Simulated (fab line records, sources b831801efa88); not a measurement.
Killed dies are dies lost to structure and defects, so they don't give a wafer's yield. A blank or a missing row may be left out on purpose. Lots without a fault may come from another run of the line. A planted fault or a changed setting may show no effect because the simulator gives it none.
A struck lot beside a sound one | flow sky130 | 30 steps out of a route of 708
Sound: wafers L193.3, L193.4, L193.6. Struck: wafers L203.2, L203.4, L203.5. The cause comes at the end.
At each step with rows: each side's tool, then ch and its chambers, then its first start. Under that, the readings that differ: sound wafers | struck wafers | difference of the means | sigmas: that difference in standard deviations of wafers without a fault.
alike: readings whose means differ by less than 2 such deviations, and words and numbers that are the same on both sides. not compared: withheld readings, readings that some wafer has no value for, bounds like >300 that may hide the same value, and numbers for which the record gives no deviation and whose values overlap.
The two part at a step that has a row with sigmas, a row that says differs or no value, or rows on one side only. Numbers that don't overlap but have no deviation are shown without sigmas and don't part them. A reading that every wafer of one side lacks parts them only if that side has two wafers or more.

first, 5 steps without rows for these wafers: SKY_SONOS_ONO_COAT_08 (resist thk 1140 nm); SKY_SONOS_ONO_SOFTBAKE_09 (time 60 s); SKY_SONOS_ONO_EXPOSE_10 (exposes mask ONOM, target cd 410 nm); SKY_SONOS_ONO_PEB_11; SKY_SONOS_ONO_DEVELOP_12 (develop time 60 s).
SKY_SONOS_ONO_CD_MEAS_13: target cd 410 nm.
  sound on cd_sem-02, day 13 23:41; struck on cd_sem-01, day 16 18:40
  alike: cd_nm
SKY_SONOS_ONO_OVL_MEAS_14:
  sound on overlay-02, day 13 23:47; struck on overlay-02, day 16 18:46
  alike: SONOS_ONO_OVL
SKY_SONOS_ONO_ETCH_15: etches the open film in CHF3/O2, target depth 19.52 nm, time 7.8 s.
  sound on rie_diel-04 ch 0,1,2, day 13 23:48; struck on rie_diel-04 ch 1,2, day 16 18:48
  alike: drypump_motor_current_A, oes_product_au, throttle_valve_pct
  not compared: rf_hours_counter_h
then, 1 step without rows for these wafers: SKY_SONOS_ONO_WET_ETCH_16 (etches SiO2 in dHF, target depth 14 nm, time 280 s).
SKY_SONOS_ONO_STRIP_17: strips in O2/N2.
  sound on plasma_asher-01 ch 0,1, day 13 23:56; struck on plasma_asher-01 ch 1, day 16 18:55
  alike: drypump_motor_current_A, oes_product_au, strip_time_to_endpoint_s
  not compared: rf_hours_counter_h
then, 2 steps without rows for these wafers: SKY_SONOS_ONO_WET_ETCH_18 (etches Si3N4 in H3PO4, target depth 15 nm, time 172 s); SKY_GATE_OXIDE_CLEAN_00 (cleans in SC1/SC2, time 150 s).
SKY_GATE_OXIDE_OXIDATION_01: stabilise 600 s, purge 300 s, target thk 10.268 nm.
  sound on furnace-02 ch 0, day 14 01:11; struck on furnace-01 ch 0, day 17 02:35
  reading                                           | sound             | struck               | difference | sigmas
  ox_temp_c_max                                     | 907.8 905.0 905.9 | 904.2 904.1 903.0    | -2.5       | -2
  ox_time_s (s)                                     | 1473 1473 1473    | 1296.2 1296.2 1296.2 | -176.8     |
  model.SiO2_of_GATE_OXIDE_OXIDATION_01.thk_nm (nm) | 10.31 10.13 10.26 | 9.236 9.158 9.19     | -1.039     |
  alike: spike_tc_bottom_C, zone_power_top_pct
SKY_GATE_OXIDE_THK_MEAS_02:
  sound on film_metro-04, day 14 02:37; struck on film_metro-01, day 17 04:01
  reading                          | sound             | struck         | difference | sigmas
  GATE_OXIDE_OXIDATION_00_THK (nm) | 10.30 10.20 10.24 | 9.22 9.20 9.16 | -1.05      | -6
then, 7 steps without rows for these wafers: SKY_GATE_OXIDE_DEHYDRATE_03 (time 60 s); SKY_GATE_OXIDE_HMDS_04 (prime time 60 s); SKY_GATE_OXIDE_COAT_05 (resist thk 1140 nm); SKY_GATE_OXIDE_SOFTBAKE_06 (time 60 s); SKY_GATE_OXIDE_EXPOSE_07 (exposes mask LVOM, target cd 600 nm); SKY_GATE_OXIDE_PEB_08; SKY_GATE_OXIDE_DEVELOP_09 (develop time 60 s).
SKY_GATE_OXIDE_OVL_MEAS_10:
  sound on overlay-02, day 15 04:50; struck on overlay-02, day 18 08:00
  alike: GATE_OXIDE_OVL
then, 2 steps without rows for these wafers: SKY_GATE_OXIDE_IMPLANT_11; SKY_GATE_OXIDE_WET_ETCH_12 (etches SiO2 in dHF, target depth 16.8 nm, time 336 s).
SKY_GATE_OXIDE_STRIP_13: strips in O2/N2.
  sound on plasma_asher-02 ch 0,1, day 15 05:09; struck on plasma_asher-04 ch 0,1, day 18 08:17
  alike: drypump_motor_current_A, oes_product_au, strip_time_to_endpoint_s
  not compared: rf_hours_counter_h
SKY_GATE_OXIDE_TW_MEAS_14:
  sound on film_metro-01, day 15 05:14; struck on film_metro-03, day 18 08:23
  reading       | sound             | struck            | difference | sigmas
  GATE_OXIDE_TW | 223.5 224.0 223.8 | 221.3 219.4 221.2 | -3.1       | -3
then, 1 step without rows for these wafers: SKY_GATE_OXIDE_CLEAN_15 (cleans in SC1/SC2, time 150 s).
SKY_GATE_OXIDE_OXIDATION_16: stabilise 600 s, purge 300 s, target thk 3.57 nm.
  sound on furnace-01 ch 0, day 15 06:46; struck on furnace-02 ch 0, day 18 12:09
  reading                                           | sound             | struck            | difference | sigmas
  model.SiO2_of_GATE_OXIDE_OXIDATION_01.thk_nm (nm) | 11.68 11.54 11.65 | 10.69 10.64 10.64 | -0.97      |
  alike: ox_temp_c_max, ox_time_s, spike_tc_bottom_C, zone_power_top_pct
then, 1 step without rows for these wafers: SKY_POLY_GATE_CVD_00 (deposits poly-Si, target thk 180 nm, time 720 s).
-- the record jumps here: 31 days lie between the struck wafers' starts before and after (it left off in module POLY_GATE and takes up again in module PAD_OPEN, whose first step shown is number 708 of the route) --
SKY_PAD_OPEN_PROBE_99:
  sound on prober-02, day 46 23:34; struck on prober-02, day 49 12:16
  reading                                | sound                         | struck                        | difference | sigmas
  model.etest.nfet_16v.r_on_ohm_um       | 1.409e+04 1.407e+04 1.394e+04 | 1.358e+04 1.366e+04 1.362e+04 | -4.133e+02 |
  model.etest.pfet_g5v0d10v5.r_on_ohm_um | 4771 4785 4802                | 4581 4588 4606                | -194       |
  model.etest.tip_sonos.rs_ohm_sq        | 2611 2616 2642                | 2443 2462 2429                | -178       |
  model.etest.nfet_g5v0d10v5.r_on_ohm_um | 1876 1896 1900                | 1793 1782 1803                | -98        |
  model.etest.nfet_g5v0d10v5.drive_ua_um | 606.5 611.9 608               | 659.1 667.4 666.6             | +55.6      |
  model.etest.nfet_05v0_nvt.drive_ua_um  | 574.5 582.1 576.7             | 623.6 622.8 622.5             | +45.2      |
  model.etest.pfet_g5v0d10v5.drive_ua_um | 341.5 342.7 338               | 359.8 361.8 360.3             | +19.9      |
  model.etest.nfet_16v.drive_ua_um       | 223.8 225.7 222.8             | 241.4 242.8 243.3             | +18.4      |
  alike: killed_at_M0_to_M3, killed_at_M4_up, killed_at_contacts, killed_at_front_end, killed_at_other, killed_dies, killed_open, killed_short

WHERE THEY PART
First at SKY_GATE_OXIDE_OXIDATION_01; last, within this record, at SKY_GATE_OXIDE_TW_MEAS_14. Later steps at which nothing parts them and some readings are alike: SKY_GATE_OXIDE_OXIDATION_16, SKY_PAD_OPEN_PROBE_99.

WHY: what the simulator had put in
Process parameter drift: furnace-01, from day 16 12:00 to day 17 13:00, at SKY_GATE_OXIDE_OXIDATION_01. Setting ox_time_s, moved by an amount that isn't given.
